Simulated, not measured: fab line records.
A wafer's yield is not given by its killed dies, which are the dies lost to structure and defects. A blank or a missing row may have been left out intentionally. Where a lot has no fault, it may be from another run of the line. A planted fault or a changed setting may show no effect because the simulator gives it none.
Comparing a struck lot with a sound one + flow sky130 + 16 steps out of a route of 708
Sound: the wafers L878.1, L878.2, L878.3. Struck: wafer L875.6. (L875.4, L875.5 of the same lot were not struck and are left out.) The cause comes at the end.
At each step with rows: each side's tool, then ch and its chambers, then its first start. Under that, the readings that differ: sound wafers + struck wafers + difference of the means + sigmas: that difference in standard deviations of wafers without a fault.
alike: words and numbers the same on both sides, and readings whose means are apart by under 2 such deviations; not compared: readings that were withheld, readings missing a value for some wafer, numbers with overlapping values and no deviation given by the record, and bounds like >300 which may hide the same value.
Wherever a step has rows on one side only, a row that says differs or no value, or a row with sigmas, the two part there. Numbers that don't overlap but have no deviation are shown without sigmas and don't part them. A reading missing from all wafers of one side parts the sides only when that side holds two or more wafers.

first, 3 steps without rows for these wafers: SKY_VIA2_CLEAN_18 (cleans in IPA, time 180 s); SKY_VIA2_CLEAN_19 (cleans in O3/DIW); SKY_VIA2_SPUTTER_20 (material TiN, target thk 20 nm, time 80 s).
SKY_VIA2_CVD_21: deposits W, target thk 420 nm, time 126.4 s.
  sound on cvd w-02 ch 0,1, day 40 13:11; struck on cvd w-01 ch 0, day 39 08:59
  alike: chamber pressure Torr, heater power w, susceptor temp C
SKY_VIA2_RS_MEAS_22: measurement is done with a four-point probe.
  sound: film metro-04 at day 40 13:19; struck: film metro-02 at day 39 09:08
  alike: VIA2_W_RS
SKY_VIA2_THK_MEAS_23: measures by xrf.
  sound: film metro-04 at day 40 13:26; struck: film metro-02 at day 39 09:14
  alike: VIA2_W_THK
then, 1 step without rows for these wafers: SKY_VIA2_CMP_24 (polishes, stops on SiO2, t overpolish 20 s, target thk 0 nm).
SKY_METAL3_SPUTTER_00: material Ti, target thk 15 nm, time 10 s.
  sound: pvd sputter-02 at day 40 13:47; struck: pvd sputter-03 at day 39 09:34
  alike: throttle valve pct
SKY_METAL3_SPUTTER_01: material TiN, target thk 20 nm, time 16.7 s.
  sound: pvd sputter-02 at day 40 13:49; struck: pvd sputter-03 at day 39 09:35
  alike: throttle valve pct
SKY_METAL3_SPUTTER_02: material AlCu, target thk 735 nm, time 39.1 s.
  sound: pvd sputter-02 at day 40 13:50; struck: pvd sputter-03 at day 39 09:36
  alike: throttle valve pct
then, 2 steps without rows for these wafers: SKY_METAL3_SPUTTER_03 (material Ti, target thk 5 nm, time 3.3 s); SKY_METAL3_SPUTTER_04 (material TiN, target thk 70 nm, time 58.3 s).
SKY_CAPM_CVD_00: deposits SiO2, target thk 15.5 nm.
  sound on pecvd-01 ch 0,1,2, day 40 13:57; struck on pecvd-02 ch 0, day 39 09:43
| reading                               | sound             | struck | difference | sigmas |
|---------------------------------------|-------------------|--------|------------|--------|
| rf fwd power W (W)                    | 444.3 440.5 438.0 | 371.7  | -69.2      | -23    |
| model.SiO2_of_CAPM_CVD_00.thk nm (nm) | 15.43 15.64 15.64 | 14.81  | -0.76      |        |
  alike: heater power w, susceptor temp C
SKY_CAPM_THK_MEAS_01:
  sound: film metro-04 at day 40 13:58; struck: film metro-03 at day 39 09:46
| reading              | sound             | struck | difference | sigmas |
|----------------------|-------------------|--------|------------|--------|
| CAPM_CVD_00_THK (nm) | 15.46 15.66 15.65 | 14.78  | -0.81      | -4     |
SKY_CAPM_SPUTTER_02: material TiN, target thk 200 nm, time 169.9 s.
  sound: pvd sputter-03 at day 40 14:02; struck: pvd sputter-01 at day 39 09:47
  alike: throttle valve pct
-- the record jumps here: 9 days lie between the struck wafers' starts before and after (it left off in module CAPM and takes up again in module PAD_OPEN, whose first step shown is number 708 of the route) --
SKY_PAD_OPEN_PROBE_99:
  sound: prober-02 at day 49 02:51; struck: prober-02 at day 48 05:36
| reading                              | sound                | struck | difference | sigmas |
|--------------------------------------|----------------------|--------|------------|--------|
| model.etest.cap mim.bv v (V)         | 13.84 13.56 13.54    | 13.38  | -0.27      |        |
| model.etest.cap mim.leak log10 a cm2 | -9.095 -9.199 -8.943 | -8.921 | +0.158     |        |
| model.etest.cap mim.c ff um2         | 2.361 2.323 2.338    | 2.447  | +0.106     |        |
  alike: defect limited yield, killed_at_M0_to_M3, killed_at_M4_up, killed at contacts, killed at front end, killed at other, killed dies, killed open, killed short, sort_bin_3_pad_short, sort_bin_5_function, sort_bin_6_memory, sort n pass, sort yield pct

## WHERE THEY PART
First at SKY_CAPM_CVD_00; last, within this record, at SKY_CAPM_THK_MEAS_01. Later steps at which nothing parts them and some readings are alike: SKY_CAPM_SPUTTER_02, SKY_PAD_OPEN_PROBE_99.

WHY: what had been put in by the simulator
pecvd-02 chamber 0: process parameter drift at SKY_CAPM_CVD_00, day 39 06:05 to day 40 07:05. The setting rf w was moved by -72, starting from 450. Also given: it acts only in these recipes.
